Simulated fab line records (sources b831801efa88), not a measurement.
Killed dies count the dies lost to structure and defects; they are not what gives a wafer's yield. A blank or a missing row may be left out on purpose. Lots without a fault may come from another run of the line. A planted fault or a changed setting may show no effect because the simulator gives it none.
Which tool was responsible? :: flow gf180mcu :: 12 lots with 36 wafers sampled at 2 steps, on a route of 602 steps

## WHAT THE GAUGES SHOWED, per wafer
GF_SAB_CD_MEAS_09 targets a cd of 420 nm. Usual: cd-nm reads 419.7 nm (standard deviation 2).
lot: L356
measured: day 15 07:01
on: cd-sem-01
cd-nm (nm): 417.1 417.3 417.7
flag: 

lot: L358
measured: day 16 00:04
on: cd-sem-01
cd-nm (nm): 420.6 420.4 421.6
flag: 

lot: L362
measured: day 17 17:39
on: cd-sem-01
cd-nm (nm): 448.9 447.5 448.0 449.1 447.6 448.2
flag: OFF

lot: L367
measured: day 19 04:59
on: cd-sem-01
cd-nm (nm): 419.3 420.6 419.1
flag: 

lot: L369
measured: day 20 04:15
on: cd-sem-02
cd-nm (nm): 419.4 420.1 418.7
flag: 

lot: L370
measured: day 20 17:08
on: cd-sem-01
cd-nm (nm): 415.1 416.9 414.9
flag: 

lot: L371
measured: day 20 19:59
on: cd-sem-02
cd-nm (nm): 420.7 419.7 420.5
flag: 

lot: L372
measured: day 20 23:23
on: cd-sem-01
cd-nm (nm): 419.6 418.6 420.5
flag: 

lot: L374
measured: day 21 14:10
on: cd-sem-01
cd-nm (nm): 416.8 416.8 415.6
flag: 

lot: L375
measured: day 21 20:28
on: cd-sem-02
cd-nm (nm): 419.2 421.0 419.6
flag: 

lot: L376
measured: day 22 05:46
on: cd-sem-02
cd-nm (nm): 416.9 416.0 416.3
flag: 

lot: L378
measured: day 23 08:31
on: cd-sem-02
cd-nm (nm): 420.6 418.2 421.3
flag: 

## WHICH TOOL RAN EACH LOT (tool, then ch and the chambers of the sampled wafers, then the start)
lot: L356
GF_SAB_EXPOSE_06: iline-stepper-02 ch 0, day 14 20:53

lot: L358
GF_SAB_EXPOSE_06: iline-stepper-02 ch 0, day 15 12:47

lot: L362
GF_SAB_EXPOSE_06: iline-stepper-02 ch 0, day 17 05:58

lot: L367
GF_SAB_EXPOSE_06: iline-stepper-01 ch 0, day 18 16:58

lot: L369
GF_SAB_EXPOSE_06: iline-stepper-01 ch 0, day 19 16:03

lot: L370
GF_SAB_EXPOSE_06: iline-stepper-02 ch 0, day 20 05:47

lot: L371
GF_SAB_EXPOSE_06: iline-stepper-02 ch 0, day 20 08:44

lot: L372
GF_SAB_EXPOSE_06: iline-stepper-02 ch 0, day 20 11:59

lot: L374
GF_SAB_EXPOSE_06: iline-stepper-01 ch 0, day 21 02:10

lot: L375
GF_SAB_EXPOSE_06: iline-stepper-01 ch 0, day 21 09:22

lot: L376
GF_SAB_EXPOSE_06: iline-stepper-01 ch 0, day 21 17:54

lot: L378
GF_SAB_EXPOSE_06: iline-stepper-01 ch 0, day 22 21:19
- GF_SAB_EXPOSE_06: exposes mask SAB, target cd 420 nm.

## WHAT THE TOOLS THEMSELVES READ (means of the sampled wafers that have a number; where no wafer has one, the mark that the record gives instead)
The record holds no such reading with a usual standard deviation.

## THE ANSWER, worked out from the rows above alone
Rule: take the mean of a lot's wafers that have a number; if it is more than 3 standard deviations from the usual mean, the lot is off. Also off: a lot with no number at a reading for which 4 or more lots have one. All remaining lots with rows at the step are treated as sound. After the gauges, taken in route order, come the tools' own readings; for these a lot's mean is taken, as printed above. At the first step where some lot is off, the reading lying furthest off is the one used; lots without a number count as furthest.
Off: L362, at GF_SAB_CD_MEAS_09 (cd-nm).
A tool fits if, at a process step before that reading, it ran every lot that is off, and no sound lot after the first of them. Those tools and the gauges at GF_SAB_CD_MEAS_09 are tried in the same way. Of those tried, none fits.

## WHAT HAD BEEN PUT IN BY THE SIMULATOR
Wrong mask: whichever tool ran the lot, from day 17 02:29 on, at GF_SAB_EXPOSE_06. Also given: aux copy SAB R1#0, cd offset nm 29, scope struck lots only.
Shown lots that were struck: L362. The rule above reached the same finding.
